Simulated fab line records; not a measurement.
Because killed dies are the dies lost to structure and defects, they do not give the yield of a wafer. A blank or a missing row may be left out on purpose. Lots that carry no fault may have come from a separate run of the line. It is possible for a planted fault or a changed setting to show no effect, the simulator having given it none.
Matching of chambers :: flow sky130 :: 3 sister chambers for SKY_CONTACT_HDPCVD_02 on hdpcvd-02
The step deposits SiO2, target thk 565 nm, time 94.2 s. 14 wafers are shown with their chamber, then 7 later ones without.

== EACH WAFER AND ITS CHAMBER ==
wafer: L232.1
chamber: 0
run_length_s (s): 121.6

wafer: L232.4
chamber: 0
run_length_s (s): 121.6

wafer: L232.5
chamber: 1
run_length_s (s): 122.4

wafer: L235.2
chamber: 0
run_length_s (s): 121.9

wafer: L235.5
chamber: 1
run_length_s (s): 122.4

wafer: L235.6
chamber: 2
run_length_s (s): 122.8

wafer: L236.1
chamber: 0
run_length_s (s): 122.1

wafer: L236.2
chamber: 2
run_length_s (s): 122.4

wafer: L236.6
chamber: 1
run_length_s (s): 123.2

wafer: L245.4
chamber: 2
run_length_s (s): 122.2

wafer: L245.5
chamber: 0
run_length_s (s): 122.1

wafer: L245.6
chamber: 1
run_length_s (s): 122.2

wafer: L246.1
chamber: 1
run_length_s (s): 122.2

wafer: L246.3
chamber: 2
run_length_s (s): 122.7

SIGNATURES, as means of the wafers listed above
reading: run_length_s
chamber 0: 121.860
chamber 1: 122.480
chamber 2: 122.525
scatter within a chamber: 0.326
Rule: a wafer's distance from a chamber is the root of the sum, over the readings, of the square of ((its reading less the chamber's mean) divided by the reading's scatter). The wafer belongs to the nearest chamber; if the next one is less than 2 further off, it can't be placed. The scatter: take each reading less its chamber's mean, square it, sum over the shown wafers, divide by the number of wafers less the number of chambers, and take the root.

== WAFERS WITH NO CHAMBER GIVEN ==
wafer: L246.5
run_length_s (s): 123.4

wafer: L251.2
run_length_s (s): 122.2

wafer: L251.5
run_length_s (s): 122.1

wafer: L251.6
run_length_s (s): 122.9

wafer: L252.2
run_length_s (s): 122.6

wafer: L252.4
run_length_s (s): 122.4

wafer: L252.6
run_length_s (s): 121.3

== EACH ONE'S CHAMBER ==
wafer: L246.5
from the rows above: can't be placed: 2 or 1
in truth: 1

wafer: L251.2
from the rows above: can't be placed: 1 or 2 or 0
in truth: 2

wafer: L251.5
from the rows above: can't be placed: 0 or 1 or 2
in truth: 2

wafer: L251.6
from the rows above: can't be placed: 2 or 1
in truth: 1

wafer: L252.2
from the rows above: can't be placed: 2 or 1
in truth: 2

wafer: L252.4
from the rows above: can't be placed: 1 or 2 or 0
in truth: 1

wafer: L252.6
from the rows above: can't be placed: 0 or 1
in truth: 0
Placed correctly: 0 of 7. Can't be placed from these rows: 7 (the true chamber is among the candidates in 7). 0 placed wrongly.
